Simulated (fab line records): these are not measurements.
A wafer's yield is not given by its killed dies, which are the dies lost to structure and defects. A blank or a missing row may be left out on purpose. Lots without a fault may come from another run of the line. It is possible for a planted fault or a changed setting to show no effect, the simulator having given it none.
Which tool is to blame? :: flow sky130 :: Sampling: 12 lots, 36 wafers, 5 of 708 route steps

== WHAT THE GAUGES SHOWED, per wafer ==
SKY_GATE_OXIDE_THK_MEAS_02. Usual: for GATE_OXIDE_OXIDATION_00_THK the level is 10.30 nm and the standard deviation is 0.24.
lot: L710
measured: day 13 08:41
on: film_metro-03
GATE_OXIDE_OXIDATION_00_THK (nm): 10.29 10.30 10.29
flag: 

lot: L711
measured: day 13 16:40
on: film_metro-02
GATE_OXIDE_OXIDATION_00_THK (nm): 10.59 10.40 10.24
flag: 

lot: L712
measured: day 13 22:38
on: film_metro-02
GATE_OXIDE_OXIDATION_00_THK (nm): 10.07 9.96 9.92
flag: 

lot: L713
measured: day 14 08:03
on: film_metro-03
GATE_OXIDE_OXIDATION_00_THK (nm): 10.46 10.50 10.41
flag: 

lot: L714
measured: day 14 15:16
on: film_metro-04
GATE_OXIDE_OXIDATION_00_THK (nm): 10.65 10.63 10.64
flag: 

lot: L716
measured: day 15 11:40
on: film_metro-04
GATE_OXIDE_OXIDATION_00_THK (nm): 10.07 9.89 10.07
flag: 

lot: L717
measured: day 15 20:35
on: film_metro-03
GATE_OXIDE_OXIDATION_00_THK (nm): 10.47 10.33 10.34
flag: 

lot: L724
measured: day 18 10:03
on: film_metro-02
GATE_OXIDE_OXIDATION_00_THK (nm): 10.65 10.75 10.76
flag: 

lot: L727
measured: day 19 17:44
on: film_metro-04
GATE_OXIDE_OXIDATION_00_THK (nm): 10.34 10.33 10.53
flag: 

lot: L728
measured: day 20 00:22
on: film_metro-03
GATE_OXIDE_OXIDATION_00_THK (nm): 10.38 10.66 10.31
flag: 

lot: L729
measured: day 20 06:36
on: film_metro-02
GATE_OXIDE_OXIDATION_00_THK (nm): 9.95 9.95 10.03
flag: 

lot: L731
measured: day 20 18:51
on: film_metro-04
GATE_OXIDE_OXIDATION_00_THK (nm): 10.28 10.29 10.36
flag: 

SKY_SD_P_OVL_MEAS_08. Usual: for SD_P_OVL the level is 0.6 nm and the standard deviation is 1.3.
lot: L710
measured: day 27 00:40
on: overlay-01
SD_P_OVL (nm): 1.5 0.9 -1.1
flag: 

lot: L711
measured: day 27 01:47
on: overlay-02
SD_P_OVL (nm): -0.2 0.0 1.6
flag: 

lot: L712
measured: day 27 01:07
on: overlay-02
SD_P_OVL (nm): 0.0 2.2 0.2
flag: 

lot: L713
measured: day 27 04:19
on: overlay-02
SD_P_OVL (nm): 0.4 -0.1 -0.2
flag: 

lot: L714
measured: day 27 12:18
on: overlay-02
SD_P_OVL (nm): -0.5 -2.1 1.0
flag: 

lot: L716
measured: day 28 11:14
on: overlay-01
SD_P_OVL (nm): 4.3 1.8 2.4
flag: 

lot: L717
measured: day 28 15:52
on: overlay-02
SD_P_OVL (nm): -0.5 -0.6 -1.2
flag: 

lot: L724
measured: day 31 02:22
on: overlay-02
SD_P_OVL (nm): 1.4 0.1 2.0
flag: 

lot: L727
measured: day 32 07:17
on: overlay-02
SD_P_OVL (nm): 0.4 2.0 -0.1
flag: 

lot: L728
measured: day 32 09:14
on: overlay-02
SD_P_OVL (nm): 3.1 -0.4 -0.2
flag: 

lot: L729
measured: day 32 15:42
on: overlay-01
SD_P_OVL (nm): 3.6 0.5 3.0
flag: 

lot: L731
measured: day 34 05:52
on: overlay-02
SD_P_OVL (nm): 0.2 2.8 0.0
flag: 

== TOOL THAT RAN EACH LOT (tool first, then ch and the chambers of the sampled wafers, then the start) ==
lot: L710
SKY_LDD_P_COAT_02: litho_track-04 ch 0, day 18 21:56
SKY_LDD_P_STRIP_10: plasma_asher-03 ch 0,1, day 19 14:25
SKY_LDD_HVP_STRIP_09: plasma_asher-04 ch 0,1, day 22 03:25

lot: L711
SKY_LDD_P_COAT_02: litho_track-02 ch 0, day 19 14:35
SKY_LDD_P_STRIP_10: plasma_asher-03 ch 0,1, day 20 05:57
SKY_LDD_HVP_STRIP_09: plasma_asher-03 ch 0,1, day 22 20:34

lot: L712
SKY_LDD_P_COAT_02: litho_track-01 ch 0, day 20 00:17
SKY_LDD_P_STRIP_10: plasma_asher-01 ch 0,1, day 20 16:20
SKY_LDD_HVP_STRIP_09: plasma_asher-04 ch 0, day 23 05:53

lot: L713
SKY_LDD_P_COAT_02: litho_track-02 ch 0, day 20 05:20
SKY_LDD_P_STRIP_10: plasma_asher-01 ch 0,1, day 20 21:06
SKY_LDD_HVP_STRIP_09: plasma_asher-03 ch 0,1, day 23 10:56

lot: L714
SKY_LDD_P_COAT_02: litho_track-02 ch 0, day 20 13:04
SKY_LDD_P_STRIP_10: plasma_asher-01 ch 0,1, day 21 04:28
SKY_LDD_HVP_STRIP_09: plasma_asher-02 ch 0,1, day 23 18:01

lot: L716
SKY_LDD_P_COAT_02: litho_track-02 ch 0, day 21 13:44
SKY_LDD_P_STRIP_10: plasma_asher-02 ch 1, day 22 06:00
SKY_LDD_HVP_STRIP_09: plasma_asher-04 ch 0, day 24 17:40

lot: L717
SKY_LDD_P_COAT_02: litho_track-02 ch 0, day 21 20:17
SKY_LDD_P_STRIP_10: plasma_asher-01 ch 0,1, day 22 11:52
SKY_LDD_HVP_STRIP_09: plasma_asher-04 ch 0,1, day 24 21:55

lot: L724
SKY_LDD_P_COAT_02: litho_track-01 ch 0, day 24 10:29
SKY_LDD_P_STRIP_10: plasma_asher-03 ch 0,1, day 25 00:11
SKY_LDD_HVP_STRIP_09: plasma_asher-04 ch 0,1, day 27 11:35

lot: L727
SKY_LDD_P_COAT_02: litho_track-01 ch 0, day 25 17:30
SKY_LDD_P_STRIP_10: plasma_asher-02 ch 1, day 26 07:32
SKY_LDD_HVP_STRIP_09: plasma_asher-02 ch 0,1, day 28 17:01

lot: L728
SKY_LDD_P_COAT_02: litho_track-01 ch 0, day 25 23:33
SKY_LDD_P_STRIP_10: plasma_asher-03 ch 0,1, day 26 13:02
SKY_LDD_HVP_STRIP_09: plasma_asher-04 ch 0,1, day 28 21:43

lot: L729
SKY_LDD_P_COAT_02: litho_track-02 ch 0, day 26 05:10
SKY_LDD_P_STRIP_10: plasma_asher-03 ch 0,1, day 26 19:35
SKY_LDD_HVP_STRIP_09: plasma_asher-04 ch 0,1, day 29 03:46

lot: L731
SKY_LDD_P_COAT_02: litho_track-02 ch 0, day 27 18:28
SKY_LDD_P_STRIP_10: plasma_asher-02 ch 0,1, day 28 09:57
SKY_LDD_HVP_STRIP_09: plasma_asher-02 ch 0,1, day 30 17:59
- SKY_LDD_P_COAT_02: resist thk 1140 nm.
- SKY_LDD_P_STRIP_10: strips in O2/N2.
- SKY_LDD_HVP_STRIP_09: strips in O2/N2.

== WHAT THE TOOLS THEMSELVES READ (means of the sampled wafers that have a number; where no wafer has one, the mark that the record gives instead) ==
SKY_LDD_P_STRIP_10. Usual: drypump_motor_current_A 5.9 A, standard deviation 0.3; oes_product_au 0.716 a.u., standard deviation 0.0044; strip_time_to_endpoint_s 14.19 s, standard deviation 0.039.
lot: L710
tool: plasma_asher-03
drypump_motor_current_A (A): 5.8
oes_product_au (a.u.): 0.714
strip_time_to_endpoint_s (s): 14.18
flag: 

lot: L711
tool: plasma_asher-03
drypump_motor_current_A (A): 5.9
oes_product_au (a.u.): 0.719
strip_time_to_endpoint_s (s): 14.17
flag: 

lot: L712
tool: plasma_asher-01
drypump_motor_current_A (A): 5.8
oes_product_au (a.u.): 0.718
strip_time_to_endpoint_s (s): 14.26
flag: 

lot: L713
tool: plasma_asher-01
drypump_motor_current_A (A): 5.8
oes_product_au (a.u.): 0.711
strip_time_to_endpoint_s (s): 14.21
flag: 

lot: L714
tool: plasma_asher-01
drypump_motor_current_A (A): 5.8
oes_product_au (a.u.): 0.716
strip_time_to_endpoint_s (s): 14.21
flag: 

lot: L716
tool: plasma_asher-02
drypump_motor_current_A (A): 6.1
oes_product_au (a.u.): 0.714
strip_time_to_endpoint_s (s): 13.67
flag: OFF

lot: L717
tool: plasma_asher-01
drypump_motor_current_A (A): 5.8
oes_product_au (a.u.): 0.713
strip_time_to_endpoint_s (s): 13.65
flag: OFF

lot: L724
tool: plasma_asher-03
drypump_motor_current_A (A): 5.8
oes_product_au (a.u.): 0.718
strip_time_to_endpoint_s (s): 14.20
flag: 

lot: L727
tool: plasma_asher-02
drypump_motor_current_A (A): 6.1
oes_product_au (a.u.): 0.713
strip_time_to_endpoint_s (s): 14.20
flag: 

lot: L728
tool: plasma_asher-03
drypump_motor_current_A (A): 6.1
oes_product_au (a.u.): 0.715
strip_time_to_endpoint_s (s): 14.18
flag: 

lot: L729
tool: plasma_asher-03
drypump_motor_current_A (A): 5.8
oes_product_au (a.u.): 0.716
strip_time_to_endpoint_s (s): 14.17
flag: 

lot: L731
tool: plasma_asher-02
drypump_motor_current_A (A): 6.0
oes_product_au (a.u.): 0.716
strip_time_to_endpoint_s (s): 14.18
flag: 

SKY_LDD_HVP_STRIP_09. Usual: drypump_motor_current_A 5.7 A, standard deviation 0.46; oes_product_au 0.409 a.u., standard deviation 0.004; strip_time_to_endpoint_s 4.132 s, standard deviation 0.016.
lot: L710
tool: plasma_asher-04
drypump_motor_current_A (A): 5.5
oes_product_au (a.u.): 0.407
strip_time_to_endpoint_s (s): 4.110
flag: 

lot: L711
tool: plasma_asher-03
drypump_motor_current_A (A): 5.8
oes_product_au (a.u.): 0.407
strip_time_to_endpoint_s (s): 4.156
flag: 

lot: L712
tool: plasma_asher-04
drypump_motor_current_A (A): 5.8
oes_product_au (a.u.): 0.409
strip_time_to_endpoint_s (s): 4.127
flag: 

lot: L713
tool: plasma_asher-03
drypump_motor_current_A (A): 5.8
oes_product_au (a.u.): 0.412
strip_time_to_endpoint_s (s): 4.126
flag: 

lot: L714
tool: plasma_asher-02
drypump_motor_current_A (A): 6.0
oes_product_au (a.u.): 0.413
strip_time_to_endpoint_s (s): 4.118
flag: 

lot: L716
tool: plasma_asher-04
drypump_motor_current_A (A): 5.9
oes_product_au (a.u.): 0.409
strip_time_to_endpoint_s (s): 4.123
flag: 

lot: L717
tool: plasma_asher-04
drypump_motor_current_A (A): 5.5
oes_product_au (a.u.): 0.411
strip_time_to_endpoint_s (s): 4.136
flag: 

lot: L724
tool: plasma_asher-04
drypump_motor_current_A (A): 5.5
oes_product_au (a.u.): 0.411
strip_time_to_endpoint_s (s): 4.145
flag: 

lot: L727
tool: plasma_asher-02
drypump_motor_current_A (A): 5.8
oes_product_au (a.u.): 0.409
strip_time_to_endpoint_s (s): 4.118
flag: 

lot: L728
tool: plasma_asher-04
drypump_motor_current_A (A): 5.2
oes_product_au (a.u.): 0.413
strip_time_to_endpoint_s (s): 4.119
flag: 

lot: L729
tool: plasma_asher-04
drypump_motor_current_A (A): 5.2
oes_product_au (a.u.): 0.410
strip_time_to_endpoint_s (s): 4.157
flag: 

lot: L731
tool: plasma_asher-02
drypump_motor_current_A (A): 6.0
oes_product_au (a.u.): 0.407
strip_time_to_endpoint_s (s): 4.137
flag: 

== THE ANSWER, worked out from the rows above alone ==
Rule: lot off if the mean of its wafers having a number is beyond 3 standard deviations from the usual mean. Also off: a lot with no number at a reading for which 4 or more lots have one. The other lots that the step has rows for count as sound. The gauges are gone through in route order, then the tools' own readings, and for those a lot's mean is taken as printed above. At the first step where some lot is off, the reading lying furthest off is the one used; lots without a number count as furthest.
Off: L716, L717, at SKY_LDD_P_STRIP_10 (strip_time_to_endpoint_s).
A tool fits if, at that step or a process step before it, it ran every lot that is off, and no sound lot after the first of them. Of those tried, none fits.

== WHAT THE SIMULATOR PUT IN ==
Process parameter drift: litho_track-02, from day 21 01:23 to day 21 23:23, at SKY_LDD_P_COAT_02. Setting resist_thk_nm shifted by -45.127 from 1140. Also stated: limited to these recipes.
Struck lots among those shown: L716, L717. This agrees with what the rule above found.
